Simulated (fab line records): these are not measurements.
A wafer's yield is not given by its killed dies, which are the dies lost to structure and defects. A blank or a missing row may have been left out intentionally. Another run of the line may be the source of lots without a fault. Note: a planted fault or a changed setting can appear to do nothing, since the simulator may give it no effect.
Matching of chambers | flow sky130 | SKY_CONTACT_ETCH_16 on rie diel-01: 4 sister chambers
The step etches BARC in N2/H2, stops on SiO2, time 45.9 s, target depth 60 nm. 8 wafers are shown with their chamber, then 10 later ones without.

## EACH WAFER AND ITS CHAMBER
wafer  | chamber | drypump motor current A (A) | oes product au (a.u.)
L081.3 | 1       | 4.9                         | 0.853
L083.5 | 0       | 5.6                         | 0.854
L083.6 | 3       | 5.5                         | 0.854
L084.1 | 3       | 5.5                         | 0.855
L084.2 | 2       | 5.7                         | 0.851
L084.5 | 0       | 5.6                         | 0.858
L088.1 | 1       | 4.9                         | 0.855
L088.2 | 2       | 5.6                         | 0.851

## WAFERS WITH NO CHAMBER GIVEN
wafer  | drypump motor current A (A) | oes product au (a.u.)
L088.3 | 5.6                         | 0.851
L094.1 | 5.5                         | 0.854
L094.2 | 5.6                         | 0.852
L094.6 | 5.5                         | 0.850
L095.2 | 5.6                         | 0.854
L095.4 | 5.6                         | 0.857
L095.5 | 4.9                         | 0.854
L097.3 | 5.5                         | 0.859
L097.5 | 4.9                         | 0.851
L097.6 | 5.5                         | 0.853

## THE CHAMBER EACH PASSED THROUGH
wafer  | from the rows above          | in truth
L088.3 | can't be placed: 2 or 0      | 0
L094.1 | 3                            | 3
L094.2 | can't be placed: 2 or 0 or 3 | 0
L094.6 | can't be placed: 3 or 2 or 0 | 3
L095.2 | can't be placed: 0 or 2 or 3 | 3
L095.4 | 0                            | 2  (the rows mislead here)
L095.5 | 1                            | 1
L097.3 | can't be placed: 3 or 0      | 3
L097.5 | 1                            | 1
L097.6 | 3                            | 3
Correct placement for 4 of the 10. From these rows, 5 cannot be placed; in 5 the true chamber is one of the candidates. Placed wrongly: 1.
How it was worked out, from the rows above alone: a wafer's distance from a chamber is the root of the sum, over the readings, of the square of ((its reading less the chamber's mean) divided by the reading's scatter). If the next closest chamber is less than 2 further off than the closest, the wafer can't be placed; otherwise it belongs to the closest. The mean given for a chamber averages the wafers shown for that chamber. The scatter is the square root of a quotient: the sum, over the shown wafers, of each reading's squared deviation from its chamber's mean, divided by wafers minus chambers.
